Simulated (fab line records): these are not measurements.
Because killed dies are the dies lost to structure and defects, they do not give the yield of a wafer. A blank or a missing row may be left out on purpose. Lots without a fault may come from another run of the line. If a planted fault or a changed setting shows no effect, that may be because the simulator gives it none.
Which of the tools did it? | flow sfq line | 15 lots with 45 wafers sampled at 2 steps, on a route of 325 steps

## WHAT EACH GAUGE READ, for each wafer
SFQ_C5_OVL_MEAS_937. Usual: C5_OVL gives -1 nm (standard deviation 4.7).
lot  | measured     | on         | C5_OVL (nm) | flag
L926 | day 66 14:09 | overlay-02 | -5 -5 -4    |
L928 | day 67 00:13 | overlay-01 | 0 -3 -3     |
L929 | day 67 12:13 | overlay-01 | -3 -2 -6    |
L930 | day 67 21:49 | overlay-01 | -3 -4 1     |
L931 | day 68 01:32 | overlay-02 | 1 5 -7      |
L932 | day 68 08:44 | overlay-01 | 0 1 -1      |
L933 | day 68 12:33 | overlay-01 | -2 -8 -2    |
L934 | day 69 11:20 | overlay-01 | -5 -11 -13  |
L935 | day 69 18:32 | overlay-01 | 1 -5 -4     |
L940 | day 71 21:31 | overlay-02 | -7 -7 -1    |
L941 | day 72 01:08 | overlay-02 | -4 -1 -4    |
L942 | day 72 03:31 | overlay-01 | -6 -5 2     |
L947 | day 74 00:02 | overlay-01 | -1 -1 1     |
L948 | day 74 14:26 | overlay-01 | -6 11 4     |
L949 | day 74 19:14 | overlay-01 | 6 2 2       |

## WHICH TOOL RAN EACH LOT (tool, then ch and the chambers of the sampled wafers, then the start)
lot  | SFQ_TRILAYER_M5_STRIP_STRIP_127
L926 | rie metal-03 ch 0,1, day 51 01:41
L928 | rie metal-03 ch 0, day 51 10:29
L929 | rie metal-02 ch 0,1, day 51 20:42
L930 | rie metal-03 ch 0,1, day 52 08:42
L931 | rie metal-01 ch 0,1, day 52 12:18
L932 | rie metal-01 ch 0,1, day 52 14:42
L933 | rie metal-01 ch 0,1, day 52 21:42
L934 | rie metal-01 ch 0,1, day 54 02:03
L935 | rie metal-01 ch 0, day 54 23:49
L940 | rie metal-03 ch 0,1, day 56 21:50
L941 | rie metal-03 ch 0,1, day 57 00:26
L942 | rie metal-03 ch 0,1, day 57 03:59
L947 | rie metal-03 ch 0,1, day 64 09:52
L948 | rie metal-01 ch 0,1, day 65 00:04
L949 | rie metal-01 ch 0,1, day 65 02:28
- SFQ_TRILAYER_M5_STRIP_STRIP_127: strips in O2.

## WHAT THE TOOLS THEMSELVES READ (means of the sampled wafers that have a number; where no wafer has one, the mark that the record gives instead)
SFQ_TRILAYER_M5_STRIP_STRIP_127. Usual: drypump motor current A 6.07 A, standard deviation 0.28; oes product au 1.001 a.u., standard deviation 0.0095; platen temp c 40.00 C, standard deviation 0.12.
lot  | tool         | drypump motor current A (A) | oes product au (a.u.) | platen temp c (C) | flag
L926 | rie metal-03 | 6.05                        | 1.004                 | 39.95             |
L928 | rie metal-03 | 6.07                        | 1.012                 | 40.12             |
L929 | rie metal-02 | 5.71                        | 0.993                 | 40.09             |
L930 | rie metal-03 | 6.03                        | 1.001                 | 40.06             |
L931 | rie metal-01 | 6.27                        | 0.998                 | 40.09             |
L932 | rie metal-01 | 6.07                        | 0.999                 | 39.90             |
L933 | rie metal-01 | 6.26                        | 1.001                 | 39.98             |
L934 | rie metal-01 | 6.27                        | 1.005                 | 39.96             |
L935 | rie metal-01 | 6.44                        | 0.991                 | 39.96             |
L940 | rie metal-03 | 6.02                        | 1.011                 | 39.93             |
L941 | rie metal-03 | 6.06                        | 1.014                 | 40.07             |
L942 | rie metal-03 | 6.08                        | 1.011                 | 39.96             |
L947 | rie metal-03 | 6.06                        | 1.014                 | 39.98             |
L948 | rie metal-01 | 6.12                        | 1.003                 | 39.94             |
L949 | rie metal-01 | 6.08                        | 1.003                 | 39.88             |

## THE ANSWER, worked out from the rows above alone
Rule: a lot is off if the mean of its wafers that have a number lies more than 3 standard deviations from the usual mean. A lot without any number at a reading at which 4 lots or more have one is off too. Where the step has rows for the other lots, those lots are counted as sound. Order of review: gauges by route order, followed by the tools' own readings, for which a lot's mean as printed above is used. At the first step where some lot is off, the reading lying furthest off is the one used; lots without a number count as furthest.
No lot is off on any of the readings shown, so nothing can be concluded from this.

## WHAT WAS PUT IN BY THE SIMULATOR
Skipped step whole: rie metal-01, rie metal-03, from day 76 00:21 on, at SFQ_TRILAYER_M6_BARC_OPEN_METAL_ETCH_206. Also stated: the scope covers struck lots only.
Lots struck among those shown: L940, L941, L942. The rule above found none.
